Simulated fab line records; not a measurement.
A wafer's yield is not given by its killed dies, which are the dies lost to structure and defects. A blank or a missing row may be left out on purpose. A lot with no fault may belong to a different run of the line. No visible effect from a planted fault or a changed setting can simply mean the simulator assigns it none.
Chamber matching / flow gf180mcu / cmp-02 running GF_STI_CMP_25: 4 sister chambers
The step polishes, stops on Si3N4, t overpolish 33 s, target thk 524.6 nm. 8 wafers are shown with their chamber, then 8 later ones without.

WAFERS WITH THEIR CHAMBER
wafer=L872.1; chamber=2; motor-current-A (A)=12.1; time-to-endpoint-s (s)=127
wafer=L874.4; chamber=3; motor-current-A (A)=13.3; time-to-endpoint-s (s)=135
wafer=L878.2; chamber=0; motor-current-A (A)=11.2; time-to-endpoint-s (s)=129
wafer=L878.4; chamber=3; motor-current-A (A)=13.2; time-to-endpoint-s (s)=128
wafer=L879.2; chamber=1; motor-current-A (A)=10.1; time-to-endpoint-s (s)=131
wafer=L879.5; chamber=1; motor-current-A (A)=11.1; time-to-endpoint-s (s)=132
wafer=L879.6; chamber=0; motor-current-A (A)=11.3; time-to-endpoint-s (s)=127
wafer=L880.1; chamber=2; motor-current-A (A)=13.3; time-to-endpoint-s (s)=130

WAFERS WITHOUT THEIR CHAMBER
wafer=L880.2; motor-current-A (A)=10.9; time-to-endpoint-s (s)=129
wafer=L880.4; motor-current-A (A)=11.4; time-to-endpoint-s (s)=126
wafer=L883.1; motor-current-A (A)=11.1; time-to-endpoint-s (s)=124
wafer=L883.3; motor-current-A (A)=10.4; time-to-endpoint-s (s)=125
wafer=L883.5; motor-current-A (A)=12.5; time-to-endpoint-s (s)=126
wafer=L889.2; motor-current-A (A)=11.7; time-to-endpoint-s (s)=124
wafer=L889.3; motor-current-A (A)=10.8; time-to-endpoint-s (s)=124
wafer=L889.4; motor-current-A (A)=12.7; time-to-endpoint-s (s)=122

CHAMBER TAKEN BY EACH
wafer=L880.2; from the rows above=can't be placed: 0 or 1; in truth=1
wafer=L880.4; from the rows above=can't be placed: 0 or 1 or 2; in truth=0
wafer=L883.1; from the rows above=can't be placed: 0 or 1 or 2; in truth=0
wafer=L883.3; from the rows above=can't be placed: 0 or 1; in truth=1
wafer=L883.5; from the rows above=can't be placed: 2 or 0 or 3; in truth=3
wafer=L889.2; from the rows above=can't be placed: 0 or 2 or 1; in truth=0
wafer=L889.3; from the rows above=can't be placed: 0 or 1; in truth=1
wafer=L889.4; from the rows above=can't be placed: 2 or 0 or 3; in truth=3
Placed correctly: 0 of 8. Cannot be placed on the basis of these rows: 8; the candidates contain the true chamber in 8. 0 placed wrongly.
How it was worked out, from the rows above alone: a wafer's distance from a chamber is the root of the sum, over the readings, of the square of ((its reading less the chamber's mean) divided by the reading's scatter). If the next closest chamber is less than 2 further off than the closest, the wafer can't be placed; otherwise it belongs to the closest. Each chamber's mean is taken over the wafers shown for it. The scatter: take each reading less its chamber's mean, square it, sum over the shown wafers, divide by the number of wafers less the number of chambers, and take the root.
